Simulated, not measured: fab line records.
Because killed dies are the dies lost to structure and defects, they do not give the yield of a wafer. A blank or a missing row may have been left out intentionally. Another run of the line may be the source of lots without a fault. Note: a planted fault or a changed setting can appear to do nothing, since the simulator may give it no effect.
A struck lot beside a sound one || flow sky130 || 36 steps out of a route of 708
Sound: wafers L298.2, L298.4, L298.6. Wafers L308.1, L308.2, L308.4 were the ones struck. The cause is named last.
At each step with rows: each side's tool, then ch and its chambers, then its first start. Under that, the readings that differ: sound wafers || struck wafers || difference of the means || sigmas: that difference in standard deviations of wafers without a fault.
alike: same words and numbers on both sides, and readings whose means sit less than 2 such deviations apart. not compared: any withheld reading, any reading some wafer has no value for, any bound like >300 that may hide the same value, and any number with overlapping values for which the record gives no deviation.
A row with sigmas, a row that says differs or no value, or rows on one side alone: a step with any of these is where the two part. Non-overlapping numbers with no deviation appear without sigmas and do not part them. A reading missing from all wafers of one side parts the sides only when that side holds two or more wafers.

first, 10 steps without rows for these wafers: SKY_GATE_OXIDE_COAT_05 (resist thk 1140 nm); SKY_GATE_OXIDE_SOFTBAKE_06 (time 60 s); SKY_GATE_OXIDE_EXPOSE_07 (exposes mask LVOM, target cd 600 nm); SKY_GATE_OXIDE_PEB_08; SKY_GATE_OXIDE_DEVELOP_09 (develop time 60 s); SKY_GATE_OXIDE_IMPLANT_11; SKY_GATE_OXIDE_WET_ETCH_12 (etches SiO2 in dHF, target depth 16.8 nm, time 336 s); SKY_GATE_OXIDE_STRIP_13 (strips in O2/N2); SKY_GATE_OXIDE_CLEAN_15 (cleans in SC1/SC2, time 150 s); SKY_GATE_OXIDE_OXIDATION_16 (stabilise 600 s, purge 300 s, target thk 3.57 nm).
SKY_POLY_GATE_CVD_00: deposits poly-Si, target thk 180 nm, time 720 s.
  sound on lpcvd-01 ch 1, day 16 15:13; struck on lpcvd-01 ch 1, day 20 07:55
{"reading": "model.poly-Si_of_POLY_GATE_CVD_00.thkNm (nm)", "sound": "181.9 181.2 180.6", "struck": "132.3 132.6 132", "difference": -48.9, "sigmas": ""}
SKY_POLY_GATE_THK_MEAS_01:
  sound on filmMetro-04, day 16 16:26; struck on filmMetro-04, day 20 09:07
{"reading": "POLY_GATE_CVD_00_THK (nm)", "sound": "182.0 181.3 180.8", "struck": "132.2 132.5 132.1", "difference": -49.1, "sigmas": -31}
then, 9 steps without rows for these wafers: SKY_RES_PROTECT_DEHYDRATE_00 (time 60 s); SKY_RES_PROTECT_HMDS_01 (prime time 60 s); SKY_RES_PROTECT_COAT_02 (resist thk 1140 nm); SKY_RES_PROTECT_SOFTBAKE_03 (time 60 s); SKY_RES_PROTECT_EXPOSE_04 (exposes mask RPM, target cd 1270 nm); SKY_RES_PROTECT_PEB_05; SKY_RES_PROTECT_DEVELOP_06 (develop time 60 s); SKY_POLY_GATE_IMPLANT_02; SKY_RES_PROTECT_STRIP_07 (strips in O2/N2).
SKY_RES_PROTECT_CLEAN_09: cleans in SC1/SC2, time 150 s.
  sound on wetBench-03 ch 0, day 17 21:32; struck on wetBench-03 ch 0, day 21 17:14
{"reading": "model.poly-Si_of_POLY_GATE_CVD_00.thkNm (nm)", "sound": "181.3 180.5 180", "struck": "131.6 131.9 131.4", "difference": -49.0, "sigmas": ""}
then, 11 steps without rows for these wafers: SKY_POLY_GATE_CVD_03 (deposits Si3N4 from DCS/NH3, target thk 75 nm, time 1290 s); SKY_POLY_GATE_DEHYDRATE_05 (time 60 s); SKY_POLY_GATE_HMDS_06 (prime time 60 s); SKY_POLY_GATE_COAT_07 (resist thk 110 nm); SKY_POLY_GATE_COAT_08 (resist thk 450 nm); SKY_POLY_GATE_SOFTBAKE_09 (time 90 s); SKY_POLY_GATE_EXPOSE_10 (exposes mask P1M, target cd 150 nm); SKY_POLY_GATE_PEB_11; SKY_POLY_GATE_DEVELOP_12 (develop time 60 s); SKY_POLY_GATE_ETCH_15 (etches BARC in N2/H2, stops on SiO2, time 118.5 s, target depth 110 nm); SKY_POLY_GATE_ETCH_16 (etches Si3N4 in CH3F/O2, stops on poly-Si, time 147.5 s, target depth 75 nm).
SKY_POLY_GATE_ETCH_17: etches poly-Si in HBr/Cl2, stops on SiO2, target depth 180 nm, time 70.5 s.
  sound on rieSi-01 ch 1,2, day 19 05:49; struck on rieSi-01 ch 0,1,2, day 23 02:10
{"reading": "oesProductAu (a.u.)", "sound": "0.994 0.995 1.003", "struck": "0.801 0.807 0.808", "difference": -0.192, "sigmas": -24}
{"reading": "model.etch.depthNm (nm)", "sound": "181.3 180.5 180", "struck": "131.6 131.9 131.4", "difference": -49.0, "sigmas": ""}
{"reading": "model.POLY_GATE.featureDepthNm (nm)", "sound": "181.3 180.5 180", "struck": "131.6 131.9 131.4", "difference": -49.0, "sigmas": ""}
  alike: HBr_flow_sccm, drypumpMotorCurrentA, mfcCl2Sccm, throttleValvePct
  not compared: rfHoursCounterH
then, 1 step without rows for these wafers: SKY_POLY_GATE_STRIP_18 (strips in O2/N2).
-- here the record skips 27 days between the struck wafers' starts before and after, leaving off in module POLY_GATE and picking up in module PAD_OPEN (first step shown: number 708 of the route) --
SKY_PAD_OPEN_PROBE_99:
  sound on prober-02, day 47 14:07; struck on prober-02, day 49 23:05
{"reading": "killedAtOther", "sound": "4 2 0", "struck": "0 0 0", "difference": -2, "sigmas": -3}
{"reading": "model.etest.resXhighPo.lineOhmUm", "sound": "5816 5984 5928", "struck": "5457 5246 5193", "difference": -611, "sigmas": ""}
{"reading": "model.etest.resXhighPo.rsOhmSq", "sound": "2038 2065 2046", "struck": "1840 1853 1808", "difference": -216, "sigmas": ""}
{"reading": "model.etest.resHighPo.lineOhmUm", "sound": "747.9 768.4 766.2", "struck": "948.3 906.5 924.8", "difference": "+165.7", "sigmas": ""}
{"reading": "model.etest.resPoly.lineOhmUm", "sound": "511.5 547.1 545.6", "struck": "726.3 650.6 670.4", "difference": "+147.7", "sigmas": ""}
{"reading": "model.etest.tipSonos.rsOhmSq", "sound": "2654 2591 2601", "struck": "2590 2577 2572", "difference": -36, "sigmas": ""}
{"reading": "model.etest.resHighPo.rsOhmSq", "sound": "264 265.8 262.7", "struck": "324.5 320.7 317.8", "difference": "+56.8", "sigmas": ""}
{"reading": "model.etest.liconHighPo.rcOhm", "sound": "357.3 376.8 360.9", "struck": "321.1 319.2 314.6", "difference": -46.7, "sigmas": ""}
{"reading": "model.etest.resPoly.rsOhmSq", "sound": "48.17 48.71 48.57", "struck": "62.1 61.81 61.69", "difference": "+13.4", "sigmas": ""}
  alike: killed_at_M0_to_M3, killed_at_M4_up, killedAtContacts, killedAtFrontEnd, killedDies, killedOpen, killedShort

## WHERE THEY PART
Last at SKY_PAD_OPEN_PROBE_99 as far as this record goes, first at SKY_POLY_GATE_THK_MEAS_01.

WHY: what had been put in by the simulator
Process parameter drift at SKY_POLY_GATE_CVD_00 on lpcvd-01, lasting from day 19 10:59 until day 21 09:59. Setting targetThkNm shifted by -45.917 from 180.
